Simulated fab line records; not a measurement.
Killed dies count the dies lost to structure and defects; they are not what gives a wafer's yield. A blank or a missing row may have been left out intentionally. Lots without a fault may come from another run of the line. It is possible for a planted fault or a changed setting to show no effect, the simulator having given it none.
Comparing a struck lot with a sound one + flow sky130 + 14 steps out of a route of 708
Sound: these wafers, L334.3, L334.4, L334.6. The struck wafers were L329.2, L329.4, L329.5. At the end, the cause is stated.
For every step that has rows: the tool of each side, followed by ch and its chambers, followed by its first start. Under that, the readings that differ: sound wafers + struck wafers + difference of the means + sigmas: that difference in standard deviations of wafers without a fault.
alike: words and numbers the same on both sides, and readings whose means are apart by under 2 such deviations; not compared: readings that were withheld, readings missing a value for some wafer, numbers with overlapping values and no deviation given by the record, and bounds like >300 which may hide the same value.
Wherever a step has rows on one side only, a row that says differs or no value, or a row with sigmas, the two part there. When numbers do not overlap yet have no deviation, they are printed without sigmas and do not part them. A reading that every wafer of one side lacks parts them only if that side has two wafers or more.

first, 2 steps without rows for these wafers: SKY_VT_ADJUST_LVTN_PEB_05; SKY_VT_ADJUST_LVTN_DEVELOP_06 (develop time 60 s).
SKY_VT_ADJUST_LVTN_OVL_MEAS_07:
  sound: overlay-01 at day 11 16:49; struck: overlay-02 at day 10 10:49
  alike: VT_ADJUST_LVTN_OVL
following that, these wafers have no rows for 1 step: SKY_VT_ADJUST_LVTN_IMPLANT_08.
SKY_VT_ADJUST_LVTN_STRIP_09: strips in O2/N2.
  sound on plasma asher-02 ch 0,1, day 11 17:02; struck on plasma asher-01 ch 0,1, day 10 11:00
  alike: drypump motor current A, o2 flow sccm, oes product au, strip time to endpoint s
  not compared: rf hours counter h
SKY_VT_ADJUST_LVTN_TW_MEAS_10:
  sound: film metro-03 at day 11 17:07; struck: film metro-01 at day 10 11:07
| reading           | sound             | struck            | difference | sigmas |
|-------------------|-------------------|-------------------|------------|--------|
| VT_ADJUST_LVTN_TW | 239.7 238.8 238.3 | 242.9 242.1 242.1 | +3.4       | +2     |
then, 6 steps without rows for these wafers: SKY_VT_ADJUST_LVTN_DEHYDRATE_11 (time 60 s); SKY_VT_ADJUST_LVTN_HMDS_12 (prime time 60 s); SKY_VT_ADJUST_LVTN_COAT_13 (resist thk 1140 nm); SKY_VT_ADJUST_LVTN_SOFTBAKE_14 (time 60 s); SKY_VT_ADJUST_LVTN_EXPOSE_15 (exposes mask HVN STD DERIVED, target cd 600 nm); SKY_VT_ADJUST_LVTN_PEB_16.
SKY_VT_ADJUST_LVTN_DEVELOP_17: develop time 60 s.
  struck on litho track-04, day 11 09:10; sound on litho track-04 ch 0, day 12 17:08
  no value came back on the struck wafers for chill plate temp C (C), develop time s (s); on the sound wafers chill plate temp C (C) reads 23.12 23.10 23.07
SKY_VT_ADJUST_LVTN_OVL_MEAS_18:
  sound: overlay-02 at day 12 17:15; struck: overlay-02 at day 11 09:17
| reading                    | sound       | struck | difference                    | sigmas |
|----------------------------|-------------|--------|-------------------------------|--------|
| VT_ADJUST_LVTN_01_OVL (nm) | 0.6 1.3 0.8 | - - -  | no value on the struck wafers |        |

== WHERE THEY PART ==
Earliest at SKY_VT_ADJUST_LVTN_TW_MEAS_10; latest, in this record, at SKY_VT_ADJUST_LVTN_OVL_MEAS_18.

WHY: what had been put in by the simulator
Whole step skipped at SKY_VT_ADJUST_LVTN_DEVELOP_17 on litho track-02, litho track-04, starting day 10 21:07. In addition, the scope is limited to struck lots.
